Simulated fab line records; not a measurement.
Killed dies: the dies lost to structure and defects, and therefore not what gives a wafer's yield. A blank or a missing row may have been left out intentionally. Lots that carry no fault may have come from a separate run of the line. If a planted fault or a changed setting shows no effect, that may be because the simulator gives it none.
A lot that was struck, set against a sound lot || flow gf180mcu || 16 steps out of a route of 602
Sound: wafers L830.1, L830.2, L830.6. Struck: wafer L833.2 (L833.4, L833.5, from the same lot, were not struck and are left out); the cause is given at the end.
At each step with rows: each side's tool, then ch and its chambers, then its first start. Under that, the readings that differ: sound wafers || struck wafers || difference of the means || sigmas: that difference in standard deviations of wafers without a fault.
alike: words and numbers the same on both sides, and readings whose means are apart by under 2 such deviations; not compared: readings that were withheld, readings missing a value for some wafer, numbers with overlapping values and no deviation given by the record, and bounds like >300 which may hide the same value.
The two part at a step that has a row with sigmas, a row that says differs or no value, or rows on one side only. Numbers that have no deviation but don't overlap get no sigmas and don't part them. A reading missing from all wafers of one side parts the sides only when that side holds two or more wafers.

first, 6 steps without rows for these wafers: GF_M4_HMDS_08 (prime time 60 s); GF_M4_COAT_09 (resist thk 1000 nm); GF_M4_SOFTBAKE_10 (time 60 s); GF_M4_EXPOSE_11 (exposes mask Metal4, target cd 280 nm); GF_M4_PEB_12 (peb time 90 s); GF_M4_DEVELOP_13 (develop time 60 s).
GF_M4_CD_MEAS_14: the cd target is 280 nm.
  sound on cd-sem-02 at day 24 08:34; struck on cd-sem-01 at day 25 03:56
  alike: cd-nm
GF_M4_OVL_MEAS_15:
  sound on overlay-02 at day 24 08:41; struck on overlay-01 at day 25 04:02
  alike: M4_OVL
GF_M4_METAL_ETCH_16: etches the open film in Cl2/BCl3, stops on SiO2, target depth 750.8 nm, time 125.1 s.
  sound on rie-metal-04 ch 0,1, day 24 08:44; struck on rie-metal-04 ch 0, day 25 04:04
  alike: drypump-motor-current-A, oes-product-au, throttle-valve-pct
  not compared: rf-hours-counter-h
GF_M4_STRIP_17: strips in O2/N2.
  sound on plasma-asher-03 ch 0,1, day 24 08:51; struck on plasma-asher-01 ch 0, day 25 04:11
{"reading": "oes-product-au (a.u.)", "sound": "0.539 0.531 0.529", "struck": 0.545, "difference": "+0.012", "sigmas": "+3"}
{"reading": "strip-time-to-endpoint-s (s)", "sound": "7.33 7.34 7.34", "struck": 7.42, "difference": "+0.08", "sigmas": "+2"}
  alike: drypump-motor-current-A, heater-power-w
  not compared: rf-hours-counter-h
then, 2 steps without rows for these wafers: GF_M4_STRIP_18 (strips in post etch residue remover, time 1200 s); GF_M4_CLEAN_19 (cleans in DIW).
GF_V4_CVD_00: deposits SiO2, target thk 600 nm, time 100 s.
  sound on hdpcvd-01 ch 0,2, day 24 09:23; struck on hdpcvd-02 ch 1, day 25 04:47
{"reading": "sih4-flow-sccm (sccm)", "sound": "59.93 60.04 60.23", "struck": 47.87, "difference": -12.20, "sigmas": -76}
{"reading": "model.SiO2_of_V4_CVD_00.thk-nm (nm)", "sound": "600.1 602.1 600.3", "struck": 477.2, "difference": -123.6, "sigmas": ""}
  alike: pressure-mtorr
GF_V4_THK_MEAS_01:
  sound on film-metro-02 at day 24 09:28; struck on film-metro-03 at day 25 04:53
{"reading": "V4_CVD_00_THK (nm)", "sound": "600 602 600", "struck": 477, "difference": -124, "sigmas": -23}
GF_V4_CVD_02: deposits SiO2 from TEOS, target thk 850 nm, time 94.851 s.
  sound on pecvd-01 ch 0,1,2, day 24 09:31; struck on pecvd-04 ch 2, day 25 04:56
  alike: heater-power-w
next, for these wafers, 1 step has no rows: GF_PASSIVATION_PROBE_99.

== WHERE THEY PART ==
Last at GF_V4_THK_MEAS_01 as far as this record goes, first at GF_M4_STRIP_17. Later steps at which nothing parts them and some readings are alike: GF_V4_CVD_02.

WHY: the cause the simulator had injected
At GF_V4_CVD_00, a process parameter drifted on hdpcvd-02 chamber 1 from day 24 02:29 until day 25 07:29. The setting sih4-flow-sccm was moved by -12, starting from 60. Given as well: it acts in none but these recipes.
